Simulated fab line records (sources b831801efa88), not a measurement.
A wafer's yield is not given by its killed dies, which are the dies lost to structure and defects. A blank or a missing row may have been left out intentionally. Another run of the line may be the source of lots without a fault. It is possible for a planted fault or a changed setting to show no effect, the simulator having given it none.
Chamber matching || flow gf180mcu || cmp-02 running GF_CONTACT_CMP_27: 4 sister chambers
The step polishes, stops on SiO2, t overpolish 15 s, target thk 0 nm. 18 wafers are shown with their chamber, then 9 later ones without.

WAFERS PAIRED WITH THEIR CHAMBERS
{"wafer": "L730.1", "chamber": 1, "motor-current-A (A)": 13.6, "overpolish-run-s (s)": 14.979, "time-to-endpoint-s (s)": 75}
{"wafer": "L730.3", "chamber": 0, "motor-current-A (A)": 10.3, "overpolish-run-s (s)": 14.991, "time-to-endpoint-s (s)": 71}
{"wafer": "L730.5", "chamber": 2, "motor-current-A (A)": 12.8, "overpolish-run-s (s)": 15.012, "time-to-endpoint-s (s)": 70}
{"wafer": "L731.1", "chamber": 0, "motor-current-A (A)": 10.5, "overpolish-run-s (s)": 14.982, "time-to-endpoint-s (s)": 71}
{"wafer": "L731.4", "chamber": 2, "motor-current-A (A)": 13.1, "overpolish-run-s (s)": 15.001, "time-to-endpoint-s (s)": 71}
{"wafer": "L731.6", "chamber": 0, "motor-current-A (A)": 10.2, "overpolish-run-s (s)": 15.019, "time-to-endpoint-s (s)": 71}
{"wafer": "L732.2", "chamber": 0, "motor-current-A (A)": 10.8, "overpolish-run-s (s)": 15.007, "time-to-endpoint-s (s)": 74}
{"wafer": "L732.3", "chamber": 3, "motor-current-A (A)": 11.0, "overpolish-run-s (s)": 14.995, "time-to-endpoint-s (s)": 71}
{"wafer": "L732.4", "chamber": 1, "motor-current-A (A)": 13.3, "overpolish-run-s (s)": 14.989, "time-to-endpoint-s (s)": 76}
{"wafer": "L736.1", "chamber": 0, "motor-current-A (A)": 10.9, "overpolish-run-s (s)": 14.993, "time-to-endpoint-s (s)": 70}
{"wafer": "L736.5", "chamber": 2, "motor-current-A (A)": 12.7, "overpolish-run-s (s)": 15.003, "time-to-endpoint-s (s)": 71}
{"wafer": "L736.6", "chamber": 1, "motor-current-A (A)": 13.6, "overpolish-run-s (s)": 14.992, "time-to-endpoint-s (s)": 73}
{"wafer": "L738.3", "chamber": 2, "motor-current-A (A)": 12.7, "overpolish-run-s (s)": 15.004, "time-to-endpoint-s (s)": 70}
{"wafer": "L738.4", "chamber": 1, "motor-current-A (A)": 13.1, "overpolish-run-s (s)": 14.981, "time-to-endpoint-s (s)": 71}
{"wafer": "L738.6", "chamber": 0, "motor-current-A (A)": 10.2, "overpolish-run-s (s)": 15.000, "time-to-endpoint-s (s)": 66}
{"wafer": "L746.3", "chamber": 3, "motor-current-A (A)": 11.4, "overpolish-run-s (s)": 14.996, "time-to-endpoint-s (s)": 68}
{"wafer": "L746.5", "chamber": 1, "motor-current-A (A)": 13.9, "overpolish-run-s (s)": 14.998, "time-to-endpoint-s (s)": 72}
{"wafer": "L746.6", "chamber": 0, "motor-current-A (A)": 10.5, "overpolish-run-s (s)": 14.989, "time-to-endpoint-s (s)": 70}

SIGNATURES, as means of the wafers listed above
{"reading": "motor-current-A", "chamber 0": 10.486, "chamber 1": 13.500, "chamber 2": 12.825, "chamber 3": 11.200, "scatter within a chamber": 0.272}
{"reading": "overpolish-run-s", "chamber 0": 14.99729, "chamber 1": 14.98780, "chamber 2": 15.00500, "chamber 3": 14.99550, "scatter within a chamber": 0.00945}
{"reading": "time-to-endpoint-s", "chamber 0": 70.43, "chamber 1": 73.40, "chamber 2": 70.50, "chamber 3": 69.50, "scatter within a chamber": 2.01}
Rule: a wafer lies at a distance from a chamber equal to the root of the sum of squares, over the readings, of (its reading less the chamber's mean, divided by the reading's scatter). If the next closest chamber is less than 2 further off than the closest, the wafer can't be placed; otherwise it belongs to the closest. How the scatter is found: for the shown wafers, subtract from each reading the mean of its chamber, square and add these, divide the total by (wafers less chambers), then take the root.

WAFERS WITH NO CHAMBER GIVEN
{"wafer": "L747.2", "motor-current-A (A)": 10.7, "overpolish-run-s (s)": 15.012, "time-to-endpoint-s (s)": 65}
{"wafer": "L747.3", "motor-current-A (A)": 13.5, "overpolish-run-s (s)": 14.994, "time-to-endpoint-s (s)": 71}
{"wafer": "L747.6", "motor-current-A (A)": 13.5, "overpolish-run-s (s)": 15.004, "time-to-endpoint-s (s)": 67}
{"wafer": "L750.1", "motor-current-A (A)": 13.4, "overpolish-run-s (s)": 14.985, "time-to-endpoint-s (s)": 69}
{"wafer": "L750.2", "motor-current-A (A)": 12.5, "overpolish-run-s (s)": 14.997, "time-to-endpoint-s (s)": 66}
{"wafer": "L750.4", "motor-current-A (A)": 10.6, "overpolish-run-s (s)": 14.995, "time-to-endpoint-s (s)": 65}
{"wafer": "L752.3", "motor-current-A (A)": 11.0, "overpolish-run-s (s)": 14.986, "time-to-endpoint-s (s)": 69}
{"wafer": "L752.4", "motor-current-A (A)": 10.9, "overpolish-run-s (s)": 15.002, "time-to-endpoint-s (s)": 70}
{"wafer": "L752.5", "motor-current-A (A)": 10.6, "overpolish-run-s (s)": 15.019, "time-to-endpoint-s (s)": 73}

CHAMBER TAKEN BY EACH
{"wafer": "L747.2", "from the rows above": "can't be placed: 0 or 3", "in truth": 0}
{"wafer": "L747.3", "from the rows above": "can't be placed: 1 or 2", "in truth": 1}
{"wafer": "L747.6", "from the rows above": "can't be placed: 2 or 1", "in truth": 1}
{"wafer": "L750.1", "from the rows above": "can't be placed: 1 or 2", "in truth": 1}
{"wafer": "L750.2", "from the rows above": 2, "in truth": 2}
{"wafer": "L750.4", "from the rows above": "can't be placed: 0 or 3", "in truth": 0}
{"wafer": "L752.3", "from the rows above": "can't be placed: 3 or 0", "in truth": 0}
{"wafer": "L752.4", "from the rows above": "can't be placed: 3 or 0", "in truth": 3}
{"wafer": "L752.5", "from the rows above": "can't be placed: 0 or 3", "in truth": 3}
Placed correctly: 1 of 9. These rows do not allow placing 8 (true chamber among the candidates in 8). Wrongly placed: 0.
